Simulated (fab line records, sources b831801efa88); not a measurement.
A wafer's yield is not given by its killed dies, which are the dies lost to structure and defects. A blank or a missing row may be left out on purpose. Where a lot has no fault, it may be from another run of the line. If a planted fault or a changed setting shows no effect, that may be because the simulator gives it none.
Which tool is to blame?    flow sky130    14 lots, 42 wafers sampled, at 2 steps of a route of 708

## WHAT THE GAUGES READ, wafer by wafer
No reading from a measuring or inspecting step in the record can be judged against a usual standard deviation.

## TOOL THAT RAN EACH LOT (tool first, then ch and the chambers of the sampled wafers, then the start)
lot   SKY_LDD_P_STRIP_10                    SKY_PAD_OPEN_PROBE_99
L997  plasma-asher-02 ch 0,1, day 19 08:00  prober-02, day 45 14:26
L998  plasma-asher-03 ch 0,1, day 19 21:08  prober-02, day 46 06:37
L100  plasma-asher-02 ch 0,1, day 20 15:05  prober-01, day 46 08:04
L101  plasma-asher-03 ch 0,1, day 21 04:22  prober-02, day 46 17:02
L102  plasma-asher-02 ch 0,1, day 21 04:40  prober-01, day 46 21:23
L103  plasma-asher-04 ch 0,1, day 21 21:40  prober-02, day 47 06:29
L105  plasma-asher-03 ch 0,1, day 22 04:12  prober-01, day 47 12:38
L104  plasma-asher-04 ch 0,1, day 22 05:01  prober-02, day 47 13:26
L113  plasma-asher-02 ch 0,1, day 25 01:27  prober-02, day 50 09:50
L115  plasma-asher-02 ch 0,1, day 25 14:50  prober-02, day 50 13:14
L116  plasma-asher-04 ch 0, day 25 20:59    prober-01, day 50 11:52
L118  plasma-asher-03 ch 0,1, day 26 22:44  prober-01, day 50 14:44
L119  plasma-asher-04 ch 0,1, day 27 02:54  prober-01, day 50 15:30
L120  plasma-asher-03 ch 0,1, day 27 12:01  prober-02, day 50 17:50
- SKY_LDD_P_STRIP_10: strips in O2/N2.
- SKY_PAD_OPEN_PROBE_99

## AS READ BY THE TOOLS THEMSELVES (means over the sampled wafers that have a number; for cases with no such wafer, the mark the record gives instead)
SKY_LDD_P_STRIP_10.
lot   tool             chamber-pressure-mTorr (mTorr)  drypump-motor-current-A (A)  oes-product-au (a.u.)  strip-time-to-endpoint-s (s)
L997  plasma-asher-02  1501.4                          5.89                         0.717                  14.25
L998  plasma-asher-03  1500.7                          5.36                         0.720                  14.26
L100  plasma-asher-02  1500.4                          5.88                         0.711                  14.20
L101  plasma-asher-03  1499.1                          5.36                         0.716                  14.20
L102  plasma-asher-02  1499.6                          5.91                         0.711                  14.24
L103  plasma-asher-04  1499.9                          5.58                         0.718                  14.14
L105  plasma-asher-03  1499.0                          5.38                         0.713                  14.15
L104  plasma-asher-04  1501.4                          5.58                         0.711                  14.18
L113  plasma-asher-02  1500.1                          5.87                         0.719                  14.21
L115  plasma-asher-02  1500.9                          5.93                         0.718                  14.19
L116  plasma-asher-04  1499.2                          5.42                         0.713                  14.14
L118  plasma-asher-03  1500.2                          5.26                         0.719                  14.15
L119  plasma-asher-04  1500.1                          5.57                         0.715                  14.18
L120  plasma-asher-03  1498.9                          5.37                         0.714                  14.21

SKY_PAD_OPEN_PROBE_99.
lot   tool       killed_at_M0_to_M3  killed_at_M4_up  killed-at-contacts  killed-at-front-end  killed-at-other  killed-dies  killed-open  killed-short
L997  prober-02  46                  2.3              28                  21                   0.0              98           56           42
L998  prober-02  51                  2.7              24                  16                   0.0              93           48           45
L100  prober-01  44                  4.3              19                  18                   0.0              85           47           37
L101  prober-02  59                  3.0              23                  15                   0.3              101          57           44
L102  prober-01  45                  2.0              30                  11                   0.0              88           49           38
L103  prober-02  39                  5.0              25                  15                   0.3              84           48           36
L105  prober-01  38                  3.0              24                  14                   0.0              79           46           33
L104  prober-02  33                  2.3              23                  19                   0.0              78           43           35
L113  prober-02  43                  1.7              23                  52                   0.3              120          43           38
L115  prober-02  36                  2.0              26                  35                   0.7              99           42           39
L116  prober-01  42                  2.0              22                  19                   0.3              85           45           40
L118  prober-01  38                  4.7              21                  17                   0.3              81           43           38
L119  prober-01  48                  3.3              21                  14                   1.3              88           47           40
L120  prober-02  46                  2.0              23                  16                   0.7              88           49           38

## THE ANSWER, worked out from the rows above alone
Rule: the lots themselves supply what counts as usual. The widest of any qualifying gaps counts: lots, ordered by their means at a reading, are off when they make up no more than a third of the lots, leave a main group of 4 or more, and stand apart from it by 3 or more times the standard deviation of that group's means. A main group is skipped when, at the precision printed for the reading in the tables above, its means are all equal. Also off: a lot with no number at a reading for which 4 or more lots have one. Where the step has rows for the other lots, those lots are counted as sound. After the gauges, taken in route order, come the tools' own readings; for these a lot's mean is taken, as printed above. The first step at which some lot is off is used, and at that step the reading that is off furthest; a lot without a number counts as furthest.
Off at SKY_PAD_OPEN_PROBE_99 (killed-at-front-end): L113, L115. Main group: mean 16, sd 2.6.
If a tool, at that step or one of the process steps before it, ran each lot that is off and ran no sound lot following the first of them, it fits. One candidate fits, namely plasma-asher-02 at SKY_LDD_P_STRIP_10. Its last sound lot is L102 (day 21 04:40), its first lot that is off L113 (day 25 01:27): a fault that began between those two fits.

## WHAT WAS PUT IN BY THE SIMULATOR
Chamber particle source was plasma-asher-02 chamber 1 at SKY_LDD_P_STRIP_10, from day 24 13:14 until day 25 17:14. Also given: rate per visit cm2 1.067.
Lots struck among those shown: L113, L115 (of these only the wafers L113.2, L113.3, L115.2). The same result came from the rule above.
